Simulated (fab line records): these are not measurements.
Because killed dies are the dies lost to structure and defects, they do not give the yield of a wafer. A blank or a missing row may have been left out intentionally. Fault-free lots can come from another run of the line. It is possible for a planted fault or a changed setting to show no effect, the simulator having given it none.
Code-filled problem report in 8D (eight disciplines) form -- flow sky130 -- the parts of the form that need people (team, actions taken, sign-off) are left out

== 1. THE ISSUE ==
SPACER_CVD_00_THK at SKY_SPACER_THK_MEAS_01 reads a mean of 64.2 nm on 6 wafers of 2 lots; wafers without a fault read 43.1 nm with a standard deviation of 0.41. Relative to the usual mean, that is a shift of +52 standard deviations.
First observed at day 26 19:22: wafer L220.2, on film-metro-01. The record holds 24 wafers of 8 lots with a number at this step. Rule for "out", or "out of limits": more than 4 standard deviations from the usual mean. Any other wafer with a number is counted as sound.

== 2. WHAT IT IS; WHAT IT IS NOT ==
question,is,is not
which readings at this step,SPACER_CVD_00_THK,-
which lots,"L220, L221","L210, L211, L212, L213, L214, L233"
which wafers of those lots,all that have a number,-
read on which gauges,"film-metro-01, film-metro-03",film-metro-02
when,from day 26 19:22,up to then (15 sound wafers); but 3 sound wafers of L233 came after

== 3. THE SUSPECTS, EACH WITH WHAT RULES IT OUT ==
Counting: a tool stays on the suspect list if, at a process step up to the reading, it processed all lots that are out and no sound lot following the first of them.
- the gauge at SKY_SPACER_THK_MEAS_01 is ruled out. Those wafers that are out were read across 2 gauges (film-metro-01, film-metro-03).
- lpcvd-02 at SKY_SPACER_CVD_00 (deposits Si3N4 from DCS/NH3, target thk 43.1 nm, time 740 s): ruled out as a lasting fault. The sound lots L233 went through it after L220, its earliest lot that is out (day 26 18:10).
Left after counting: nothing in the record.

== 4. THE CAUSE (what the simulator had put in) ==
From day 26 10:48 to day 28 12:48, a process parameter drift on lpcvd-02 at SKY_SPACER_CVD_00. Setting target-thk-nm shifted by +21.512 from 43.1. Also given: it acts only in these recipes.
It was ruled out by counting, in error; the rule expects a fault to strike all lots run on its tool from its start on, and this fault did not.

== 5. THE CHAIN OF EFFECTS, in route order ==
Each row: a reading where the mean over the struck wafers with a number is more than 3 standard deviations away from the usual. Only readings whose record carries a usual standard deviation are examined. hours: median over the lots of the time between each lot's start at the first step of this table that gives one and its start at this step. sigmas: the change, counted in usual standard deviations.
hours,step,reading,usual,on struck wafers,change,sigmas
0,SKY_SPACER_THK_MEAS_01,SPACER_CVD_00_THK,43.1 nm,64.2,+21.1,+52
0,SKY_SPACER_ETCHBACK_02,oes-product-au,0.855 a.u.,0.998,+0.143,+24
512,SKY_PAD_OPEN_PROBE_99,killed-at-front-end,15,420,+405,+92
512,SKY_PAD_OPEN_PROBE_99,killed-dies,87,492,+405,+42
512,SKY_PAD_OPEN_PROBE_99,killed-on-rim,17,96,+79,+18
The process steps in it:
- SKY_SPACER_ETCHBACK_02: etches Si3N4 in CH3F/O2, stops on SiO2, time 46.7 s, target depth 45 nm.
- SKY_PAD_OPEN_PROBE_99

== 6. HOW IT WOULD HAVE BEEN CAUGHT EARLIER ==
Counted from the fault's start at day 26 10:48, it took 9 hours until the first out-of-limits reading at a measuring or inspecting step in this record, taken at day 26 19:22.
An alarm limit of 4 standard deviations would not have fired on the tool readings at SKY_SPACER_CVD_00 for which the record gives a usual standard deviation, since none of them was out on any struck wafer.
